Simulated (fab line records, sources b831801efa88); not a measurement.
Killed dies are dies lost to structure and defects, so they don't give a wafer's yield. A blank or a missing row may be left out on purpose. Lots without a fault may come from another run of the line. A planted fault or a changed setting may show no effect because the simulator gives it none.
One fault seen from 2 desks | flow sky130 | each desk has only its own numbers; what lay behind them comes last

THE METROLOGY DESK
What the gauges read, lot by lot, whatever tool the lot ran on: means of the sampled wafers that have a number. A lot is out of limits, marked OUT, if its mean lies more than 4 standard deviations from the usual mean; the brackets give that distance.
Columns: A = GATE_OXIDE_OVL at SKY_GATE_OXIDE_OVL_MEAS_10, usual 0.6 nm; B = GATE_OXIDE_TW at SKY_GATE_OXIDE_TW_MEAS_14, usual 226.3
lot  | first seen here | A    | B
L948 | day 14 17:33    | 0.9  | 226.9
L952 | day 16 23:49    | 0.7  | 226.9
L954 | day 17 06:12    | 0.8  | 229.1
L955 | day 17 06:13    | 2.1  | 227.6
L956 | day 17 12:19    | 0.7  | 224.7
L957 | day 17 20:19    | -0.4 | 225.1
L966 | day 21 12:01    | 2.1  | 224.8
This desk's finding: nothing out of limits on any of the 7 lots.

THE TOOL OWNER'S DESK: furnace-01
The tool's own readings at SKY_GATE_OXIDE_OXIDATION_16 (stabilise 600 s, purge 300 s, target thk 3.57 nm): means of the sampled wafers that have a number, for each lot that ran on this tool. A lot is out of limits, marked OUT, if its mean lies more than 4 standard deviations from the usual mean; the brackets give that distance. Of its 9 readings 7 are shown: the one that was out of limits first, and those that lie furthest out on some lot.
Columns: A = spike_tc_centre_C at SKY_GATE_OXIDE_OXIDATION_16, usual 799.6 C; B = spike_tc_lower_C at SKY_GATE_OXIDE_OXIDATION_16, usual 800.3 C; C = spike_tc_top_C at SKY_GATE_OXIDE_OXIDATION_16, usual 817.0 C; D = spike_tc_upper_C at SKY_GATE_OXIDE_OXIDATION_16, usual 799.4 C; E = tube_center_temp_C at SKY_GATE_OXIDE_OXIDATION_16, usual 800 C; F = tube_center_temp_C_max at SKY_GATE_OXIDE_OXIDATION_16, usual 802.1; G = zone_power_upper_pct at SKY_GATE_OXIDE_OXIDATION_16, usual 13.23 %
lot  | first seen here | A                | B               | C                | D               | E                     | F               | G
L952 | day 17 01:58    | 799.6            | 800.1           | 818.4            | 798.9           | 800                   | 801.9           | 13.04
L954 | day 17 11:56    | 787.5 (-10) OUT  | 787.9 (-14) OUT | 807.3            | 786.4 (-12) OUT | 787 (-99 or more) OUT | 789.9 (-36) OUT | 12.83
L955 | day 17 11:56    | 787.1 (-10) OUT  | 787.2 (-14) OUT | 806.1 (-4.3) OUT | 786.2 (-12) OUT | 787 (-99 or more) OUT | 789.4 (-37) OUT | 12.68
L957 | day 17 23:16    | 787.7 (-9.9) OUT | 787.0 (-15) OUT | 806.9 (-4.0) OUT | 786.2 (-12) OUT | 787 (-99 or more) OUT | 789.6 (-37) OUT | 12.78
This desk's finding: out of limits on L954, L955, L957; first on L954, day 17 11:56 (spike_tc_centre_C at SKY_GATE_OXIDE_OXIDATION_16). In limits: L952.

PUT TOGETHER
The tool owner's desk could have raised an alarm at day 17 11:56, on L954, L955, L957.
The metrology desk saw nothing out of limits.
The metrology desk has L954, L955, L957 on record, within its limits.
Of the lots named, all ran SKY_GATE_OXIDE_OXIDATION_16 on furnace-01.

WHAT THE SIMULATOR HAD PUT IN
Process parameter drift: furnace-01, from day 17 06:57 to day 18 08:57, at SKY_GATE_OXIDE_OXIDATION_16. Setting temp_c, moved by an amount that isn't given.
Lots struck among those shown: L954, L955, L957.
Hours from the fault's start to each desk's first reading out of limits: the tool owner's desk, 5.
